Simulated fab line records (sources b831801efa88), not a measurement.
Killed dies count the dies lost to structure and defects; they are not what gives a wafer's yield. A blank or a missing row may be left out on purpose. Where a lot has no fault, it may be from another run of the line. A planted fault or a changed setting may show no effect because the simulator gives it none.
Matching of chambers -- flow gf180mcu -- GF_PASSIVATION_CVD_00 on pecvd-03: 3 sister chambers
The step deposits SiO2 from TEOS, target thk 1000 nm, time 111.95 s. 20 wafers are shown with their chamber, then 10 later ones without.

WAFERS, EACH WITH ITS CHAMBER
wafer,chamber,heaterPowerW (W)
L077.1,1,750
L077.2,0,585
L077.3,2,571
L077.4,1,777
L077.5,0,603
L077.6,2,641
L080.1,0,600
L080.2,1,797
L080.3,2,640
L080.4,2,685
L080.5,0,616
L080.6,1,633
L081.3,0,592
L081.4,1,765
L081.6,0,630
L083.2,1,787
L083.3,2,640
L083.5,1,642
L088.2,1,703
L088.4,1,735

SIGNATURES (means of the wafers above)
reading,chamber 0,chamber 1,chamber 2,scatter within a chamber
heaterPowerW,604.33,732.11,635.40,46.9
Rule: a wafer's distance from a chamber is the root of the sum, over the readings, of the square of ((its reading less the chamber's mean) divided by the reading's scatter). The wafer belongs to the nearest chamber; if the next one is less than 2 further off, it can't be placed. How the scatter is found: for the shown wafers, subtract from each reading the mean of its chamber, square and add these, divide the total by (wafers less chambers), then take the root.

WAFERS WHOSE CHAMBER IS MISSING
wafer,heaterPowerW (W)
L088.5,622
L094.1,627
L094.5,787
L094.6,669
L096.1,623
L096.2,645
L096.3,711
L096.4,518
L096.5,785
L096.6,519

WHICH CHAMBER EACH WENT THROUGH
wafer,from the rows above,in truth
L088.5,can't be placed: 2 or 0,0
L094.1,can't be placed: 2 or 0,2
L094.5,1,1
L094.6,can't be placed: 2 or 1 or 0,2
L096.1,can't be placed: 2 or 0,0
L096.2,can't be placed: 2 or 0 or 1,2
L096.3,can't be placed: 1 or 2 or 0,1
L096.4,can't be placed: 0 or 2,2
L096.5,1,1
L096.6,can't be placed: 0 or 2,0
Correct placement for 2 of the 10. Can't be placed from these rows: 8 (the true chamber is among the candidates in 8). Number placed wrongly: 0.
